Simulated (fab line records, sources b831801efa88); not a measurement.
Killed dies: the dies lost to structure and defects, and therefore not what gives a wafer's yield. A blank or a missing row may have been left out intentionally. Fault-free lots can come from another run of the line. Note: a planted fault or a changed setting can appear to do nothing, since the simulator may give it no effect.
A struck lot beside a sound one / flow sfq_line / 42 steps out of a route of 325
Sound: wafers L623.2, L623.5, L623.6. Wafers L635.1, L635.2 were the ones struck. At the end, the cause is stated.
At each step with rows: each side's tool, then ch and its chambers, then its first start. Under that, the readings that differ: sound wafers / struck wafers / difference of the means / sigmas: that difference in standard deviations of wafers without a fault.
alike: readings whose means differ by less than 2 such deviations, and words and numbers that are the same on both sides. not compared: withheld readings, readings that some wafer has no value for, bounds like >300 that may hide the same value, and numbers for which the record gives no deviation and whose values overlap.
A row with sigmas, a row that says differs or no value, or rows on one side alone: a step with any of these is where the two part. Numbers that don't overlap but have no deviation are shown without sigmas and don't part them. A reading missing from all wafers of one side parts the sides only when that side holds two or more wafers.

first, 2 steps without rows for these wafers: SFQ_TRILAYER_C5_LITHO_PEB_154 (peb time 60 s); SFQ_TRILAYER_C5_LITHO_DEVELOP_153 (time 60 s).
SFQ_C5_OVL_MEAS_937:
  struck on overlay-01, day 70 07:40; sound on overlay-02, day 53 23:10
  alike: C5_OVL
SFQ_TRILAYER_C5_BARC_OPEN_VIA_ETCH_210: etches BARC in O2, target depth 125 nm, time 41.7 s.
  sound on rie_diel-01 ch 2,3, day 53 23:11; struck on rie_diel-02 ch 1,2, day 70 07:43
  alike: drypump_motor_current_A, oes_product_au
  not compared: rf_hours_counter_h
then, 5 steps without rows for these wafers: SFQ_TRILAYER_C5_ETCH_VIA_ETCH_154 (etches SiO2 in CHF3, stops on Nb, target depth 84 nm); SFQ_TRILAYER_C5_STRIP_STRIP_155 (strips in O2); SFQ_TRILAYER_C5_STRIP_SOLV_CLEAN_156 (cleans in NMP, time 600 s); SFQ_TRILAYER_M6_DEP_PRE_CLEAN_158 (time 22.5 s); SFQ_TRILAYER_M6_DEP_SPUTTER_157 (material Nb, target thk 200 nm, time 133.3 s).
SFQ_M6_RS_MEAS_938: uses a four-point probe to measure.
  struck on film_metro-03, day 70 09:17; sound on film_metro-03, day 54 00:11
  alike: M6_NB_RS
then, 1 step without rows for these wafers: SFQ_TRILAYER_M6_LITHO_COAT_164 (resist thk 62 nm).
SFQ_TRILAYER_M6_LITHO_COAT_159: resist thk 600 nm.
  sound on litho_track-01 ch 0, day 54 00:42; struck on litho_track-04 ch 0, day 70 09:46
reading=exhaust_pa (Pa); sound=46.3 45.6 45.8; struck=43.4 44.1; difference=-2.1; sigmas=-3
reading=model.KrF_of_TRILAYER_M6_LITHO_COAT_159.thk_nm (nm); sound=601.9 599.8 601.7; struck=635 636; difference=+34; sigmas=
then, 4 steps without rows for these wafers: SFQ_TRILAYER_M6_LITHO_SOFTBAKE_163; SFQ_TRILAYER_M6_LITHO_EXPOSE_160 (exposes mask M6, target cd 500 nm); SFQ_TRILAYER_M6_LITHO_PEB_162 (peb time 60 s); SFQ_TRILAYER_M6_LITHO_DEVELOP_161 (time 60 s).
-- the record jumps here: 3 days lie between the struck wafers' starts before and after --
SFQ_M6_OVL_MEAS_940:
  struck on overlay-02, day 73 06:35; sound on overlay-02, day 59 04:37
  alike: M6_OVL
then, 1 step without rows for these wafers: SFQ_TRILAYER_M6_BARC_OPEN_METAL_ETCH_206 (etches BARC in O2, target depth 125 nm, time 41.7 s).
SFQ_TRILAYER_M6_ETCH_METAL_ETCH_162: etches Nb in Cl2/Ar, stops on SiO2, target depth 240 nm, time 120 s.
  sound on rie_metal-04 ch 0,1, day 59 04:43; struck on rie_metal-01 ch 0,1, day 73 06:41
reading=model.KrF_of_TRILAYER_M6_LITHO_COAT_159.thk_nm (nm); sound=379.4 380.8 378.4; struck=417.3 412.7; difference=+35.5; sigmas=
  alike: drypump_motor_current_A, oes_product_au
  not compared: rf_hours_counter_h
then, 3 steps without rows for these wafers: SFQ_TRILAYER_M6_STRIP_STRIP_163 (strips in O2); SFQ_TRILAYER_M6_STRIP_SOLV_CLEAN_164 (cleans in NMP, time 600 s); SFQ_TRILAYER_I6_DEP_PECVD_165 (deposits SiO2 from SiH4/N2O, time 111.11 s, target thk 500 nm).
SFQ_TRILAYER_I6_CMP_CMP_166: polishes SiO2.
  sound on cmp-02 ch 1,2, day 60 11:23; struck on cmp-02 ch 0,2, day 73 21:44
  alike: motor_current_A, slurry_flow_ml_min, time_to_endpoint_s
SFQ_I6_BOW_MEAS_941:
  struck on film_metro-04, day 74 00:14; sound on film_metro-04, day 60 13:55
reading=I6_BOW (um); sound=26 36 27; struck=-4 -12; difference=-38; sigmas=-3
SFQ_TRILAYER_I6_METRO_MEASURE_167:
  struck on film_metro-04, day 74 00:22; sound on film_metro-04, day 60 14:13
  alike: thk_nm
then, 6 steps without rows for these wafers: SFQ_TRILAYER_I6_VIA_LITHO_COAT_174 (resist thk 62 nm); SFQ_TRILAYER_I6_VIA_LITHO_COAT_169 (resist thk 650 nm); SFQ_TRILAYER_I6_VIA_LITHO_SOFTBAKE_173; SFQ_TRILAYER_I6_VIA_LITHO_EXPOSE_170 (exposes mask I6, target cd 700 nm); SFQ_TRILAYER_I6_VIA_LITHO_PEB_172 (peb time 60 s); SFQ_TRILAYER_I6_VIA_LITHO_DEVELOP_171 (time 60 s).
SFQ_I6_OVL_MEAS_942:
  struck on overlay-02, day 74 09:06; sound on overlay-02, day 64 10:49
reading=I6_OVL (nm); sound=11 13 5; struck=2 -11; difference=-14; sigmas=-2
then, 1 step without rows for these wafers: SFQ_TRILAYER_I6_VIA_BARC_OPEN_VIA_ETCH_235 (etches BARC in O2, target depth 125 nm, time 41.7 s).
SFQ_TRILAYER_I6_VIA_ETCH_VIA_ETCH_172: etches SiO2 in CHF3, stops on Nb, target depth 260 nm.
  sound on rie_diel-04 ch 1,2,3, day 64 10:53; struck on rie_diel-02 ch 0,3, day 74 09:11
  alike: drypump_motor_current_A, oes_product_au
SFQ_TRILAYER_I6_VIA_STRIP_STRIP_173: strips in O2.
  sound on rie_metal-04 ch 0,1, day 64 11:00; struck on rie_metal-04 ch 1, day 74 09:17
  alike: drypump_motor_current_A, oes_product_au, platen_temp_c
  not compared: rf_hours_counter_h
then, 3 steps without rows for these wafers: SFQ_TRILAYER_I6_VIA_STRIP_SOLV_CLEAN_174 (cleans in NMP, time 600 s); SFQ_TRILAYER_M7_DEP_PRE_CLEAN_176 (time 22.5 s); SFQ_TRILAYER_M7_DEP_SPUTTER_175 (material Nb, target thk 200 nm, time 133.3 s).
SFQ_M7_RS_MEAS_943: uses a four-point probe to measure.
  struck on film_metro-02, day 74 10:49; sound on film_metro-01, day 64 11:55
  alike: M7_NB_RS
then, 1 step without rows for these wafers: SFQ_TRILAYER_M7_LITHO_COAT_182 (resist thk 62 nm).
-- the record jumps here: 7 days lie between the struck wafers' starts before and after --
SFQ_M8_RS_MEAS_949: uses a four-point probe to measure.
  struck on film_metro-02, day 81 13:59; sound on film_metro-01, day 75 03:53
  alike: M8_AU_RS
  not compared: hold
SFQ_M8_THK_MEAS_950: measures by xrf.
  struck on film_metro-02, day 81 15:52; sound on film_metro-01, day 75 04:00
  alike: M8_AU_THK
  not compared: hold

## WHERE THEY PART
Earliest at SFQ_TRILAYER_M6_LITHO_COAT_159; latest, in this record, at SFQ_I6_OVL_MEAS_942. Later steps at which nothing parts them and some readings are alike: SFQ_TRILAYER_I6_VIA_ETCH_VIA_ETCH_172, SFQ_TRILAYER_I6_VIA_STRIP_STRIP_173, SFQ_M7_RS_MEAS_943, SFQ_M8_RS_MEAS_949, SFQ_M8_THK_MEAS_950.

WHY: what had been put in by the simulator
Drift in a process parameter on litho_track-04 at SFQ_TRILAYER_M6_LITHO_COAT_159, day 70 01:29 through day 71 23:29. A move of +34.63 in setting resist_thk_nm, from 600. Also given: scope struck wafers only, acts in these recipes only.
